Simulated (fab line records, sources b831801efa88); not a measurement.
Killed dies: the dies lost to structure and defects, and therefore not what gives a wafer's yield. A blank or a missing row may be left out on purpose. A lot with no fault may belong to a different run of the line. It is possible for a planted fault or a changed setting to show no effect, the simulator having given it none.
Chamber matching || flow gf180mcu || GF_V5_CMP_26 on cmp-02 has 4 sister chambers
The step polishes, stops on SiO2, t overpolish 15 s, target thk 0 nm. 4 wafers are shown with their chamber, then 8 later ones without.

== WAFERS, EACH WITH ITS CHAMBER ==
{"wafer": "L271.4", "chamber": 0, "motor current A (A)": 11.4}
{"wafer": "L286.3", "chamber": 3, "motor current A (A)": 10.6}
{"wafer": "L286.5", "chamber": 2, "motor current A (A)": 10.6}
{"wafer": "L288.1", "chamber": 1, "motor current A (A)": 12.3}

== WAFERS WHOSE CHAMBER IS MISSING ==
{"wafer": "L288.4", "motor current A (A)": 10.1}
{"wafer": "L288.5", "motor current A (A)": 11.8}
{"wafer": "L290.1", "motor current A (A)": 11.7}
{"wafer": "L290.3", "motor current A (A)": 10.4}
{"wafer": "L290.6", "motor current A (A)": 10.1}
{"wafer": "L291.1", "motor current A (A)": 11.7}
{"wafer": "L291.2", "motor current A (A)": 11.0}
{"wafer": "L291.3", "motor current A (A)": 10.4}

== WHICH CHAMBER EACH WENT THROUGH ==
{"wafer": "L288.4", "from the rows above": "can't be placed: 2 or 3", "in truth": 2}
{"wafer": "L288.5", "from the rows above": "can't be placed: 0 or 1", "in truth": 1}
{"wafer": "L290.1", "from the rows above": "can't be placed: 0 or 1", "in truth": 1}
{"wafer": "L290.3", "from the rows above": "can't be placed: 2 or 3", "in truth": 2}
{"wafer": "L290.6", "from the rows above": "can't be placed: 2 or 3", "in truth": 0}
{"wafer": "L291.1", "from the rows above": "can't be placed: 0 or 1", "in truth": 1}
{"wafer": "L291.2", "from the rows above": "can't be placed: 0 or 2 or 3", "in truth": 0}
{"wafer": "L291.3", "from the rows above": "can't be placed: 2 or 3", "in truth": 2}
Placed correctly: 0 of 8. From these rows, 8 cannot be placed; in 7 the true chamber is one of the candidates. Number placed wrongly: 0.
How it was worked out, from the rows above alone: a wafer's distance from a chamber is the root of the sum, over the readings, of the square of ((its reading less the chamber's mean) divided by the reading's scatter). If the next closest chamber is less than 2 further off than the closest, the wafer can't be placed; otherwise it belongs to the closest. For every chamber, the mean is computed from those of its wafers that are shown. The scatter: with one shown wafer a chamber, the root of the mean of the squares of how far each hidden wafer lies from its nearest shown one.
